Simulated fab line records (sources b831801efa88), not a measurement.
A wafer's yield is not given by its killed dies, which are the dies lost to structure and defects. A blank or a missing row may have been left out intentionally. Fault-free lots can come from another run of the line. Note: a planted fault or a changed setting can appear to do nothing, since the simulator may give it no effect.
Problem report in the 8D (eight disciplines) form, filled by code -- flow gf180mcu -- the parts of the form that need people (team, actions taken, sign-off) are left out

## 1. THE ISSUE
V2_W_RS at GF_V2_RS_MEAS_24 reads a mean of 0.302 ohm/sq on 5 wafers of 2 lots; wafers without a fault read 0.328 ohm/sq with a standard deviation of 0.0032. That puts it -8.0 standard deviations away from the usual mean.
The step: measures by four-point-probe.
Earliest sighting: wafer L375.4 on filmMetro-04 at day 25 06:21. Wafers with a number at this step in the record: 36, from 12 lots. Rule for "out", or "out of limits": more than 4 standard deviations from the usual mean. The other wafers with a number count as sound.

## 2. WHAT IT IS, WHAT IT ISN'T
question,is,is not
which readings at this step,V2_W_RS,-
which lots,"L375, L378","L363, L364, L366, L367, L369, L372, L373, L377, L383, L384"
which wafers of those lots,"L375.4, L375.6, L378.1, L378.3, L378.5",L375.2
read on which gauges,"filmMetro-01, filmMetro-04",filmMetro-02
when,from day 25 06:21,"up to then (22 sound wafers); but 9 sound wafers of L377, L383, L384 came after"

## 3. SUSPECTS, AND WHAT RULES EACH OUT
Counting: any tool at a process step up to the reading remains a suspect provided it ran every lot that is out. Sound lots after the first of them don't rule it out here, since some wafers of a struck lot are sound.
- the gauge at GF_V2_RS_MEAS_24 has been ruled out. 2 gauges (filmMetro-01, filmMetro-04) read the wafers that are out.
- pvdSputter-04 at GF_CONTACT_SPUTTER_22 (material Ti, target thk 15 nm, time 80.02 s): kept. It processed each lot that is out (first: L375, day 21 04:47); up to then, its last sound lot is L373 (day 20 07:42).
- cvdW-02 at GF_V2_CVD_23 (deposits W, target thk 350 nm, time 104.94 s): kept. It processed each lot that is out (first: L375, day 25 06:13); up to then, its last sound lot is L372 (day 24 05:22).
- The sound lot-mates ran in chamber 1 of cvdW-02 at GF_V2_CVD_23, but the wafers that are out ran in chamber 0.
What counting leaves: pvdSputter-04 at GF_CONTACT_SPUTTER_22 and cvdW-02 at GF_V2_CVD_23.

## 4. THE CAUSE (what the simulator had put in)
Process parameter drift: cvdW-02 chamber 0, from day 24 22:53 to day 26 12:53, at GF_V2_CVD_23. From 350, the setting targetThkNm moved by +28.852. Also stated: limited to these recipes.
2 suspects survive the count, and this tool is in that group.

## 5. THE EFFECT CHAIN, in route order
Each row: a reading whose mean over the struck wafers that have a number lies more than 3 standard deviations from the usual. Readings are gone through only where the record gives a usual standard deviation; hours: the median, over the lots, of the time from a lot's start at the first step in this table giving one to that lot's start at this step; sigmas: the change measured in usual standard deviations.
hours,step,reading,usual,on struck wafers,change,sigmas
0,GF_V2_RS_MEAS_24,V2_W_RS,0.328 ohm/sq,0.302,-0.026,-8.0
0,GF_V2_THK_MEAS_25,V2_W_THK,360 nm,388,+28,+4.5

## 6. HOW IT WOULD HAVE BEEN CAUGHT EARLIER
7 hours passed between the start of the fault at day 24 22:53 and the first reading out of limits at a measuring or inspecting step in this record, taken at day 25 06:21.
No tool reading at GF_V2_CVD_23 that has a usual standard deviation in the record was out on any struck wafer, so an alarm limit of 4 standard deviations on those readings would not have fired.
Among the 2 lots that are out, L378 began GF_V2_CVD_23 on cvdW-02 after day 25 06:21. It would have been spared by a hold on the tool at that moment.
